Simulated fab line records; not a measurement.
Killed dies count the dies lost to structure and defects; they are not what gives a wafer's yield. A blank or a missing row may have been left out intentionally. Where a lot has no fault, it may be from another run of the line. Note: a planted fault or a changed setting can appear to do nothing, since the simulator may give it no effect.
Which tool did it? / flow gf180mcu / Sampling: 24 lots, 72 wafers, 6 of 602 route steps

WHAT THE GAUGES READ, wafer by wafer
GF_VT_IMPLANT_TW_MEAS_10.
lot=L074; measured=day 5 15:07; on=film-metro-03; VT_IMPLANT_TW=551 552 551
lot=L075; measured=day 5 18:40; on=film-metro-03; VT_IMPLANT_TW=551 551 552
lot=L076; measured=day 6 03:16; on=film-metro-01; VT_IMPLANT_TW=562 561 563
lot=L077; measured=day 6 11:17; on=film-metro-03; VT_IMPLANT_TW=551 553 551
lot=L078; measured=day 6 13:26; on=film-metro-03; VT_IMPLANT_TW=551 553 551
lot=L079; measured=day 6 19:38; on=film-metro-03; VT_IMPLANT_TW=550 552 552
lot=L080; measured=day 7 02:55; on=film-metro-02; VT_IMPLANT_TW=561 563 559
lot=L081; measured=day 7 07:37; on=film-metro-03; VT_IMPLANT_TW=551 553 550
lot=L082; measured=day 7 14:02; on=film-metro-01; VT_IMPLANT_TW=562 565 564
lot=L083; measured=day 7 20:53; on=film-metro-02; VT_IMPLANT_TW=565 561 564
lot=L084; measured=day 8 01:04; on=film-metro-02; VT_IMPLANT_TW=565 566 563
lot=L085; measured=day 8 05:43; on=film-metro-01; VT_IMPLANT_TW=559 559 558
lot=L086; measured=day 8 16:05; on=film-metro-03; VT_IMPLANT_TW=551 552 548
lot=L087; measured=day 8 23:36; on=film-metro-02; VT_IMPLANT_TW=565 565 563
lot=L088; measured=day 9 02:23; on=film-metro-03; VT_IMPLANT_TW=545 547 548
lot=L089; measured=day 9 12:57; on=film-metro-01; VT_IMPLANT_TW=561 562 560
lot=L090; measured=day 9 20:20; on=film-metro-01; VT_IMPLANT_TW=562 560 564
lot=L091; measured=day 10 02:22; on=film-metro-03; VT_IMPLANT_TW=553 550 550
lot=L092; measured=day 10 05:37; on=film-metro-01; VT_IMPLANT_TW=561 568 564
lot=L093; measured=day 10 13:02; on=film-metro-03; VT_IMPLANT_TW=553 551 551
lot=L094; measured=day 10 20:23; on=film-metro-01; VT_IMPLANT_TW=563 565 561
lot=L095; measured=day 11 01:54; on=film-metro-01; VT_IMPLANT_TW=565 564 564
lot=L096; measured=day 11 07:28; on=film-metro-03; VT_IMPLANT_TW=548 549 549
lot=L097; measured=day 11 11:05; on=film-metro-03; VT_IMPLANT_TW=552 548 548

GF_V4_OVL_MEAS_15.
lot=L074; measured=day 24 04:59; on=overlay-01; V4_OVL (nm)=-7 -1 -2
lot=L075; measured=day 24 06:34; on=overlay-01; V4_OVL (nm)=1 -10 2
lot=L076; measured=day 24 22:13; on=overlay-01; V4_OVL (nm)=1 1 -3
lot=L077; measured=day 25 07:01; on=overlay-01; V4_OVL (nm)=9 8 8
lot=L078; measured=day 25 17:16; on=overlay-02; V4_OVL (nm)=-1 6 -5
lot=L079; measured=day 25 23:25; on=overlay-01; V4_OVL (nm)=7 3 2
lot=L080; measured=day 26 11:04; on=overlay-01; V4_OVL (nm)=7 2 4
lot=L081; measured=day 26 17:38; on=overlay-02; V4_OVL (nm)=-6 2 1
lot=L082; measured=day 26 22:43; on=overlay-01; V4_OVL (nm)=0 -5 0
lot=L083; measured=day 27 04:37; on=overlay-02; V4_OVL (nm)=-5 -9 -3
lot=L084; measured=day 27 16:17; on=overlay-02; V4_OVL (nm)=-3 -1 -5
lot=L085; measured=day 27 19:16; on=overlay-02; V4_OVL (nm)=-5 -8 -6
lot=L086; measured=day 28 13:34; on=overlay-02; V4_OVL (nm)=0 -9 -8
lot=L087; measured=day 28 17:48; on=overlay-02; V4_OVL (nm)=-6 -9 3
lot=L088; measured=day 28 19:43; on=overlay-01; V4_OVL (nm)=11 15 18
lot=L089; measured=day 29 12:22; on=overlay-02; V4_OVL (nm)=-5 4 9
lot=L090; measured=day 29 22:31; on=overlay-02; V4_OVL (nm)=-4 -5 -5
lot=L091; measured=day 30 02:00; on=overlay-01; V4_OVL (nm)=0 6 5
lot=L092; measured=day 30 06:25; on=overlay-01; V4_OVL (nm)=12 0 2
lot=L093; measured=day 30 14:32; on=overlay-02; V4_OVL (nm)=8 10 -1
lot=L094; measured=day 30 20:40; on=overlay-01; V4_OVL (nm)=3 -2 7
lot=L095; measured=day 31 01:46; on=overlay-01; V4_OVL (nm)=-11 -4 -7
lot=L096; measured=day 31 04:29; on=overlay-02; V4_OVL (nm)=-7 -6 -7
lot=L097; measured=day 31 14:01; on=overlay-02; V4_OVL (nm)=-4 -8 0

GF_V5_BOW_MEAS_05.
lot=L074; measured=day 26 03:55; on=film-metro-04; V5_BOW (um)=134 123 133
lot=L075; measured=day 26 05:40; on=film-metro-04; V5_BOW (um)=132 127 125
lot=L076; measured=day 26 20:25; on=film-metro-04; V5_BOW (um)=129 131 140
lot=L077; measured=day 27 04:58; on=film-metro-01; V5_BOW (um)=136 127 125
lot=L078; measured=day 27 14:14; on=film-metro-02; V5_BOW (um)=130 110 140
lot=L079; measured=day 27 19:49; on=film-metro-04; V5_BOW (um)=145 133 145
lot=L080; measured=day 28 06:47; on=film-metro-04; V5_BOW (um)=134 137 122
lot=L081; measured=day 28 12:26; on=film-metro-01; V5_BOW (um)=144 151 157
lot=L082; measured=day 28 22:35; on=film-metro-04; V5_BOW (um)=138 137 134
lot=L083; measured=day 28 23:59; on=film-metro-02; V5_BOW (um)=143 124 134
lot=L084; measured=day 29 10:19; on=film-metro-01; V5_BOW (um)=139 145 140
lot=L085; measured=day 29 13:19; on=film-metro-01; V5_BOW (um)=136 139 135
lot=L086; measured=day 30 06:33; on=film-metro-01; V5_BOW (um)=124 120 122
lot=L087; measured=day 30 10:40; on=film-metro-02; V5_BOW (um)=127 140 136
lot=L088; measured=day 30 12:40; on=film-metro-02; V5_BOW (um)=131 128 126
lot=L089; measured=day 31 04:34; on=film-metro-02; V5_BOW (um)=126 124 119
lot=L090; measured=day 31 13:29; on=film-metro-04; V5_BOW (um)=133 129 140
lot=L091; measured=day 31 20:48; on=film-metro-02; V5_BOW (um)=145 140 140
lot=L092; measured=day 31 20:51; on=film-metro-04; V5_BOW (um)=124 133 115
lot=L093; measured=day 32 04:50; on=film-metro-01; V5_BOW (um)=127 135 119
lot=L094; measured=day 32 10:38; on=film-metro-01; V5_BOW (um)=129 124 130
lot=L095; measured=day 32 14:46; on=film-metro-04; V5_BOW (um)=143 137 138
lot=L096; measured=day 32 16:23; on=film-metro-02; V5_BOW (um)=136 142 133
lot=L097; measured=day 33 01:16; on=film-metro-04; V5_BOW (um)=128 121 127

GF_TOP_METAL_THK_MEAS_06: measures by xrf.
lot=L074; measured=day 27 02:26; on=film-metro-03; TOP_METAL_ALCU_THK (nm)=899 895 900
lot=L075; measured=day 27 04:35; on=film-metro-03; TOP_METAL_ALCU_THK (nm)=884 893 893
lot=L076; measured=day 27 18:37; on=film-metro-02; TOP_METAL_ALCU_THK (nm)=883 896 887
lot=L077; measured=day 28 03:06; on=film-metro-04; TOP_METAL_ALCU_THK (nm)=880 879 871
lot=L078; measured=day 28 11:40; on=film-metro-02; TOP_METAL_ALCU_THK (nm)=873 868 864
lot=L079; measured=day 28 17:17; on=film-metro-02; TOP_METAL_ALCU_THK (nm)=887 883 882
lot=L080; measured=day 29 06:06; on=film-metro-03; TOP_METAL_ALCU_THK (nm)=872 881 872
lot=L081; measured=day 29 08:56; on=film-metro-03; TOP_METAL_ALCU_THK (nm)=887 893 891
lot=L082; measured=day 29 18:34; on=film-metro-02; TOP_METAL_ALCU_THK (nm)=892 892 888
lot=L083; measured=day 29 20:37; on=film-metro-02; TOP_METAL_ALCU_THK (nm)=892 897 898
lot=L084; measured=day 30 07:10; on=film-metro-02; TOP_METAL_ALCU_THK (nm)=871 862 878
lot=L085; measured=day 30 09:52; on=film-metro-02; TOP_METAL_ALCU_THK (nm)=877 889 887
lot=L086; measured=day 31 02:13; on=film-metro-04; TOP_METAL_ALCU_THK (nm)=890 877 877
lot=L087; measured=day 31 06:08; on=film-metro-02; TOP_METAL_ALCU_THK (nm)=917 895 900
lot=L088; measured=day 31 08:22; on=film-metro-02; TOP_METAL_ALCU_THK (nm)=886 883 892
lot=L089; measured=day 31 23:22; on=film-metro-03; TOP_METAL_ALCU_THK (nm)=895 891 893
lot=L090; measured=day 32 10:51; on=film-metro-03; TOP_METAL_ALCU_THK (nm)=871 873 876
lot=L091; measured=day 32 15:14; on=film-metro-04; TOP_METAL_ALCU_THK (nm)=893 897 891
lot=L092; measured=day 32 15:28; on=film-metro-02; TOP_METAL_ALCU_THK (nm)=912 899 893
lot=L093; measured=day 32 23:13; on=film-metro-02; TOP_METAL_ALCU_THK (nm)=884 885 887
lot=L094; measured=day 33 04:58; on=film-metro-04; TOP_METAL_ALCU_THK (nm)=883 873 890
lot=L095; measured=day 33 08:19; on=film-metro-04; TOP_METAL_ALCU_THK (nm)=867 881 887
lot=L096; measured=day 33 10:37; on=film-metro-03; TOP_METAL_ALCU_THK (nm)=884 881 884
lot=L097; measured=day 33 19:09; on=film-metro-04; TOP_METAL_ALCU_THK (nm)=882 870 881

WHICH TOOL RAN EACH LOT (tool, then ch and the chambers of the sampled wafers, then the start)
lot=L074; GF_DUAL_GATE_STRIP_13=plasma-asher-01 ch 0,1, day 8 05:48; GF_M5_STRIP_11=plasma-asher-01 ch 0,1, day 26 02:46
lot=L075; GF_DUAL_GATE_STRIP_13=plasma-asher-04 ch 0, day 8 08:31; GF_M5_STRIP_11=plasma-asher-03 ch 1, day 26 04:32
lot=L076; GF_DUAL_GATE_STRIP_13=plasma-asher-03 ch 0,1, day 8 19:08; GF_M5_STRIP_11=plasma-asher-01 ch 0,1, day 26 19:17
lot=L077; GF_DUAL_GATE_STRIP_13=plasma-asher-04 ch 0,1, day 9 03:16; GF_M5_STRIP_11=plasma-asher-03 ch 0,1, day 27 03:49
lot=L078; GF_DUAL_GATE_STRIP_13=plasma-asher-03 ch 0,1, day 9 07:34; GF_M5_STRIP_11=plasma-asher-04 ch 0,1, day 27 13:02
lot=L079; GF_DUAL_GATE_STRIP_13=plasma-asher-04 ch 0,1, day 9 13:31; GF_M5_STRIP_11=plasma-asher-04 ch 0,1, day 27 18:23
lot=L080; GF_DUAL_GATE_STRIP_13=plasma-asher-04 ch 0,1, day 9 22:55; GF_M5_STRIP_11=plasma-asher-04 ch 0,1, day 28 05:40
lot=L081; GF_DUAL_GATE_STRIP_13=plasma-asher-04 ch 0,1, day 10 05:40; GF_M5_STRIP_11=plasma-asher-01 ch 0,1, day 28 11:19
lot=L082; GF_DUAL_GATE_STRIP_13=plasma-asher-03 ch 0,1, day 10 11:16; GF_M5_STRIP_11=plasma-asher-01 ch 0,1, day 28 21:28
lot=L083; GF_DUAL_GATE_STRIP_13=plasma-asher-04 ch 0,1, day 10 17:16; GF_M5_STRIP_11=plasma-asher-03 ch 0,1, day 28 22:35
lot=L084; GF_DUAL_GATE_STRIP_13=plasma-asher-03 ch 1, day 11 01:04; GF_M5_STRIP_11=plasma-asher-04 ch 0,1, day 29 09:11
lot=L085; GF_DUAL_GATE_STRIP_13=plasma-asher-01 ch 0,1, day 11 03:59; GF_M5_STRIP_11=plasma-asher-03 ch 0,1, day 29 11:55
lot=L086; GF_DUAL_GATE_STRIP_13=plasma-asher-03 ch 0,1, day 11 18:54; GF_M5_STRIP_11=plasma-asher-03 ch 0,1, day 30 05:16
lot=L087; GF_DUAL_GATE_STRIP_13=plasma-asher-01 ch 0,1, day 12 00:12; GF_M5_STRIP_11=plasma-asher-04 ch 0,1, day 30 09:31
lot=L088; GF_DUAL_GATE_STRIP_13=plasma-asher-03 ch 0,1, day 12 05:28; GF_M5_STRIP_11=plasma-asher-01 ch 0,1, day 30 11:32
lot=L089; GF_DUAL_GATE_STRIP_13=plasma-asher-04 ch 0,1, day 12 18:09; GF_M5_STRIP_11=plasma-asher-04 ch 0,1, day 31 03:25
lot=L090; GF_DUAL_GATE_STRIP_13=plasma-asher-04 ch 0,1, day 13 02:28; GF_M5_STRIP_11=plasma-asher-04 ch 0,1, day 31 12:20
lot=L091; GF_DUAL_GATE_STRIP_13=plasma-asher-03 ch 0,1, day 13 07:44; GF_M5_STRIP_11=plasma-asher-04 ch 0,1, day 31 19:41
lot=L092; GF_DUAL_GATE_STRIP_13=plasma-asher-04 ch 0,1, day 13 14:06; GF_M5_STRIP_11=plasma-asher-03 ch 0,1, day 31 19:43
lot=L093; GF_DUAL_GATE_STRIP_13=plasma-asher-01 ch 0,1, day 13 22:15; GF_M5_STRIP_11=plasma-asher-03 ch 0,1, day 32 03:32
lot=L094; GF_DUAL_GATE_STRIP_13=plasma-asher-03 ch 0,1, day 14 05:56; GF_M5_STRIP_11=plasma-asher-01 ch 0,1, day 32 09:13
lot=L095; GF_DUAL_GATE_STRIP_13=plasma-asher-01 ch 0,1, day 14 13:09; GF_M5_STRIP_11=plasma-asher-03 ch 0,1, day 32 13:37
lot=L096; GF_DUAL_GATE_STRIP_13=plasma-asher-01 ch 0,1, day 14 19:22; GF_M5_STRIP_11=plasma-asher-03 ch 0,1, day 32 14:59
lot=L097; GF_DUAL_GATE_STRIP_13=plasma-asher-04 ch 1, day 15 04:16; GF_M5_STRIP_11=plasma-asher-04 ch 0,1, day 32 23:55
- GF_DUAL_GATE_STRIP_13: strips in O2/N2.
- GF_M5_STRIP_11: strips in O2/N2.

AS READ BY THE TOOLS THEMSELVES (means over the sampled wafers that have a number; for cases with no such wafer, the mark the record gives instead)
GF_DUAL_GATE_STRIP_13.
lot=L074; tool=plasma-asher-01; drypump-motor-current-A (A)=6.1; heater-power-w (W)=361; oes-product-au (a.u.)=0.712; strip-time-to-endpoint-s (s)=12.59
lot=L075; tool=plasma-asher-04; drypump-motor-current-A (A)=5.9; heater-power-w (W)=271; oes-product-au (a.u.)=0.718; strip-time-to-endpoint-s (s)=12.67
lot=L076; tool=plasma-asher-03; drypump-motor-current-A (A)=6.5; heater-power-w (W)=337; oes-product-au (a.u.)=0.713; strip-time-to-endpoint-s (s)=12.61
lot=L077; tool=plasma-asher-04; drypump-motor-current-A (A)=5.4; heater-power-w (W)=303; oes-product-au (a.u.)=0.715; strip-time-to-endpoint-s (s)=12.63
lot=L078; tool=plasma-asher-03; drypump-motor-current-A (A)=6.3; heater-power-w (W)=330; oes-product-au (a.u.)=0.713; strip-time-to-endpoint-s (s)=12.60
lot=L079; tool=plasma-asher-04; drypump-motor-current-A (A)=5.3; heater-power-w (W)=309; oes-product-au (a.u.)=0.713; strip-time-to-endpoint-s (s)=12.63
lot=L080; tool=plasma-asher-04; drypump-motor-current-A (A)=5.4; heater-power-w (W)=307; oes-product-au (a.u.)=0.718; strip-time-to-endpoint-s (s)=12.65
lot=L081; tool=plasma-asher-04; drypump-motor-current-A (A)=5.6; heater-power-w (W)=294; oes-product-au (a.u.)=0.715; strip-time-to-endpoint-s (s)=12.57
lot=L082; tool=plasma-asher-03; drypump-motor-current-A (A)=6.3; heater-power-w (W)=332; oes-product-au (a.u.)=0.713; strip-time-to-endpoint-s (s)=12.58
lot=L083; tool=plasma-asher-04; drypump-motor-current-A (A)=5.6; heater-power-w (W)=291; oes-product-au (a.u.)=0.717; strip-time-to-endpoint-s (s)=12.61
lot=L084; tool=plasma-asher-03; drypump-motor-current-A (A)=6.7; heater-power-w (W)=331; oes-product-au (a.u.)=0.717; strip-time-to-endpoint-s (s)=12.56
lot=L085; tool=plasma-asher-01; drypump-motor-current-A (A)=5.8; heater-power-w (W)=380; oes-product-au (a.u.)=0.714; strip-time-to-endpoint-s (s)=12.62
lot=L086; tool=plasma-asher-03; drypump-motor-current-A (A)=6.5; heater-power-w (W)=328; oes-product-au (a.u.)=0.713; strip-time-to-endpoint-s (s)=12.56
lot=L087; tool=plasma-asher-01; drypump-motor-current-A (A)=5.8; heater-power-w (W)=376; oes-product-au (a.u.)=0.720; strip-time-to-endpoint-s (s)=12.58
lot=L088; tool=plasma-asher-03; drypump-motor-current-A (A)=6.5; heater-power-w (W)=334; oes-product-au (a.u.)=0.715; strip-time-to-endpoint-s (s)=12.62
lot=L089; tool=plasma-asher-04; drypump-motor-current-A (A)=5.4; heater-power-w (W)=299; oes-product-au (a.u.)=0.715; strip-time-to-endpoint-s (s)=12.62
lot=L090; tool=plasma-asher-04; drypump-motor-current-A (A)=5.4; heater-power-w (W)=310; oes-product-au (a.u.)=0.716; strip-time-to-endpoint-s (s)=12.62
lot=L091; tool=plasma-asher-03; drypump-motor-current-A (A)=6.5; heater-power-w (W)=331; oes-product-au (a.u.)=0.713; strip-time-to-endpoint-s (s)=12.66
lot=L092; tool=plasma-asher-04; drypump-motor-current-A (A)=5.6; heater-power-w (W)=289; oes-product-au (a.u.)=0.713; strip-time-to-endpoint-s (s)=12.66
lot=L093; tool=plasma-asher-01; drypump-motor-current-A (A)=6.1; heater-power-w (W)=354; oes-product-au (a.u.)=0.712; strip-time-to-endpoint-s (s)=12.56
lot=L094; tool=plasma-asher-03; drypump-motor-current-A (A)=6.3; heater-power-w (W)=331; oes-product-au (a.u.)=0.718; strip-time-to-endpoint-s (s)=12.59
lot=L095; tool=plasma-asher-01; drypump-motor-current-A (A)=5.8; heater-power-w (W)=378; oes-product-au (a.u.)=0.714; strip-time-to-endpoint-s (s)=12.68
lot=L096; tool=plasma-asher-01; drypump-motor-current-A (A)=5.8; heater-power-w (W)=375; oes-product-au (a.u.)=0.712; strip-time-to-endpoint-s (s)=12.60
lot=L097; tool=plasma-asher-04; drypump-motor-current-A (A)=5.1; heater-power-w (W)=315; oes-product-au (a.u.)=0.714; strip-time-to-endpoint-s (s)=12.60

GF_M5_STRIP_11.
lot=L074; tool=plasma-asher-01; drypump-motor-current-A (A)=5.8; heater-power-w (W)=380; oes-product-au (a.u.)=0.537; strip-time-to-endpoint-s (s)=7.52
lot=L075; tool=plasma-asher-03; drypump-motor-current-A (A)=6.7; heater-power-w (W)=339; oes-product-au (a.u.)=0.547; strip-time-to-endpoint-s (s)=7.52
lot=L076; tool=plasma-asher-01; drypump-motor-current-A (A)=5.8; heater-power-w (W)=375; oes-product-au (a.u.)=0.542; strip-time-to-endpoint-s (s)=7.53
lot=L077; tool=plasma-asher-03; drypump-motor-current-A (A)=6.5; heater-power-w (W)=348; oes-product-au (a.u.)=0.548; strip-time-to-endpoint-s (s)=7.58
lot=L078; tool=plasma-asher-04; drypump-motor-current-A (A)=5.6; heater-power-w (W)=294; oes-product-au (a.u.)=0.541; strip-time-to-endpoint-s (s)=7.43
lot=L079; tool=plasma-asher-04; drypump-motor-current-A (A)=5.6; heater-power-w (W)=292; oes-product-au (a.u.)=0.545; strip-time-to-endpoint-s (s)=7.56
lot=L080; tool=plasma-asher-04; drypump-motor-current-A (A)=5.3; heater-power-w (W)=308; oes-product-au (a.u.)=0.549; strip-time-to-endpoint-s (s)=7.57
lot=L081; tool=plasma-asher-01; drypump-motor-current-A (A)=6.1; heater-power-w (W)=361; oes-product-au (a.u.)=0.538; strip-time-to-endpoint-s (s)=7.49
lot=L082; tool=plasma-asher-01; drypump-motor-current-A (A)=5.8; heater-power-w (W)=377; oes-product-au (a.u.)=0.548; strip-time-to-endpoint-s (s)=7.55
lot=L083; tool=plasma-asher-03; drypump-motor-current-A (A)=6.5; heater-power-w (W)=346; oes-product-au (a.u.)=0.551; strip-time-to-endpoint-s (s)=7.55
lot=L084; tool=plasma-asher-04; drypump-motor-current-A (A)=5.4; heater-power-w (W)=308; oes-product-au (a.u.)=0.542; strip-time-to-endpoint-s (s)=7.47
lot=L085; tool=plasma-asher-03; drypump-motor-current-A (A)=6.3; heater-power-w (W)=350; oes-product-au (a.u.)=0.541; strip-time-to-endpoint-s (s)=7.49
lot=L086; tool=plasma-asher-03; drypump-motor-current-A (A)=6.3; heater-power-w (W)=354; oes-product-au (a.u.)=0.547; strip-time-to-endpoint-s (s)=7.56
lot=L087; tool=plasma-asher-04; drypump-motor-current-A (A)=5.6; heater-power-w (W)=289; oes-product-au (a.u.)=0.541; strip-time-to-endpoint-s (s)=7.53
lot=L088; tool=plasma-asher-01; drypump-motor-current-A (A)=6.1; heater-power-w (W)=354; oes-product-au (a.u.)=0.549; strip-time-to-endpoint-s (s)=7.60
lot=L089; tool=plasma-asher-04; drypump-motor-current-A (A)=5.6; heater-power-w (W)=293; oes-product-au (a.u.)=0.538; strip-time-to-endpoint-s (s)=7.52
lot=L090; tool=plasma-asher-04; drypump-motor-current-A (A)=5.6; heater-power-w (W)=284; oes-product-au (a.u.)=0.541; strip-time-to-endpoint-s (s)=7.51
lot=L091; tool=plasma-asher-04; drypump-motor-current-A (A)=5.6; heater-power-w (W)=292; oes-product-au (a.u.)=0.544; strip-time-to-endpoint-s (s)=7.54
lot=L092; tool=plasma-asher-03; drypump-motor-current-A (A)=6.5; heater-power-w (W)=347; oes-product-au (a.u.)=0.545; strip-time-to-endpoint-s (s)=7.52
lot=L093; tool=plasma-asher-03; drypump-motor-current-A (A)=6.5; heater-power-w (W)=348; oes-product-au (a.u.)=0.547; strip-time-to-endpoint-s (s)=7.54
lot=L094; tool=plasma-asher-01; drypump-motor-current-A (A)=5.8; heater-power-w (W)=367; oes-product-au (a.u.)=0.544; strip-time-to-endpoint-s (s)=7.57
lot=L095; tool=plasma-asher-03; drypump-motor-current-A (A)=6.5; heater-power-w (W)=343; oes-product-au (a.u.)=0.545; strip-time-to-endpoint-s (s)=7.52
lot=L096; tool=plasma-asher-03; drypump-motor-current-A (A)=6.3; heater-power-w (W)=350; oes-product-au (a.u.)=0.544; strip-time-to-endpoint-s (s)=7.55
lot=L097; tool=plasma-asher-04; drypump-motor-current-A (A)=5.4; heater-power-w (W)=300; oes-product-au (a.u.)=0.541; strip-time-to-endpoint-s (s)=7.50

THE ANSWER, worked out from the rows above alone
Rule: the lots themselves supply what counts as usual. The widest of any qualifying gaps counts: lots, ordered by their means at a reading, are off when they make up no more than a third of the lots, leave a main group of 4 or more, and stand apart from it by 3 or more times the standard deviation of that group's means. The tables above print the reading to a certain number of digits; a main group whose means all agree to those digits is not used. A lot without any number at a reading at which 4 lots or more have one is off too. Any other lot the step has rows for is counted as sound. The gauges are gone through in route order, then the tools' own readings, and for those a lot's mean is taken as printed above. At the first step where some lot is off, the reading lying furthest off is the one used; lots without a number count as furthest.
No lot is off at any reading shown: from this, nothing can be told.

WHAT THE SIMULATOR PUT IN
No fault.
